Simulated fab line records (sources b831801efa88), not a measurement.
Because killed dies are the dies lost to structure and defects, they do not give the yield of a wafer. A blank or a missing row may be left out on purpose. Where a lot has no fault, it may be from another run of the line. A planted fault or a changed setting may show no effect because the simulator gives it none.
Struck lot and sound lot, side by side -- flow gf180mcu -- 14 out of 602 route steps
Sound: the wafers L256.3, L256.5, L256.6. The struck wafers were L257.1, L257.2, L257.5. Last of all comes the cause.
Order at every step that has rows: each side's tool, ch and its chambers, its first start. Under that, the readings that differ: sound wafers -- struck wafers -- difference of the means -- sigmas: that difference in standard deviations of wafers without a fault.
alike: words and numbers the same on both sides, and readings whose means are apart by under 2 such deviations; not compared: readings that were withheld, readings missing a value for some wafer, numbers with overlapping values and no deviation given by the record, and bounds like >300 which may hide the same value.
Wherever a step has rows on one side only, a row that says differs or no value, or a row with sigmas, the two part there. Non-overlapping numbers with no deviation appear without sigmas and do not part them. A reading that every wafer of one side lacks parts them only if that side has two wafers or more.

GF_M4_SPUTTER_01: material TiN, target thk 30 nm, time 25 s.
  sound: pvdSputter-02 at day 24 18:16; struck: pvdSputter-03 at day 24 19:10
  alike: throttleValvePct
GF_M4_SPUTTER_02: material AlCu, target thk 450 nm, time 23.9 s.
  sound: pvdSputter-02 at day 24 18:17; struck: pvdSputter-03 at day 24 19:11
  alike: throttleValvePct
GF_M4_SPUTTER_03: material Ti, target thk 10 nm, time 6.7 s.
  sound: pvdSputter-02 at day 24 18:19; struck: pvdSputter-03 at day 24 19:13
  alike: throttleValvePct
GF_M4_SPUTTER_04: material TiN, target thk 50 nm, time 41.7 s.
  sound: pvdSputter-02 at day 24 18:20; struck: pvdSputter-03 at day 24 19:14
  alike: throttleValvePct
GF_M4_RS_MEAS_05: measures by four-point-probe.
  sound: filmMetro-04 at day 24 18:25; struck: filmMetro-03 at day 24 19:17
reading,sound,struck,difference,sigmas
M4_ALCU_RS (ohm/sq),0.0699 0.0702 0.0698,0.0680 0.0690 0.0677,-0.0017,-3
GF_M4_THK_MEAS_06: measures by xrf.
  sound: filmMetro-04 at day 24 18:31; struck: filmMetro-03 at day 24 19:24
  alike: M4_ALCU_THK
then, 6 steps without rows for these wafers: GF_M4_DEHYDRATE_07 (time 60 s); GF_M4_HMDS_08 (prime time 60 s); GF_M4_COAT_09 (resist thk 1000 nm); GF_M4_SOFTBAKE_10 (time 60 s); GF_M4_EXPOSE_11 (exposes mask Metal4, target cd 280 nm); GF_M4_PEB_12 (peb time 90 s).
GF_M4_DEVELOP_13: develop time 60 s.
  sound on lithoTrack-04 ch 0, day 25 15:34; struck on lithoTrack-03, day 25 15:58
  no value came back on the struck wafers for chillPlateTempC (C), developTimeS (s); on the sound wafers chillPlateTempC (C) reads 23.15 23.00 23.02
reading,sound,struck,difference,sigmas
model.KrF_of_M4_COAT_09.thkNm (nm),984.4 980.4 987.5,1001 1004 1004,+19,
GF_M4_CD_MEAS_14 targets a cd of 280 nm.
  sound: cdSem-02 at day 25 15:42; struck: cdSem-01 at day 25 16:07
reading,sound,struck,difference,sigmas
cdNm (nm),279.0 279.6 278.6,- - -,no value on the struck wafers,

== WHERE THEY PART ==
Earliest at GF_M4_RS_MEAS_05; latest, in this record, at GF_M4_CD_MEAS_14.

WHY: whatever the simulator had introduced
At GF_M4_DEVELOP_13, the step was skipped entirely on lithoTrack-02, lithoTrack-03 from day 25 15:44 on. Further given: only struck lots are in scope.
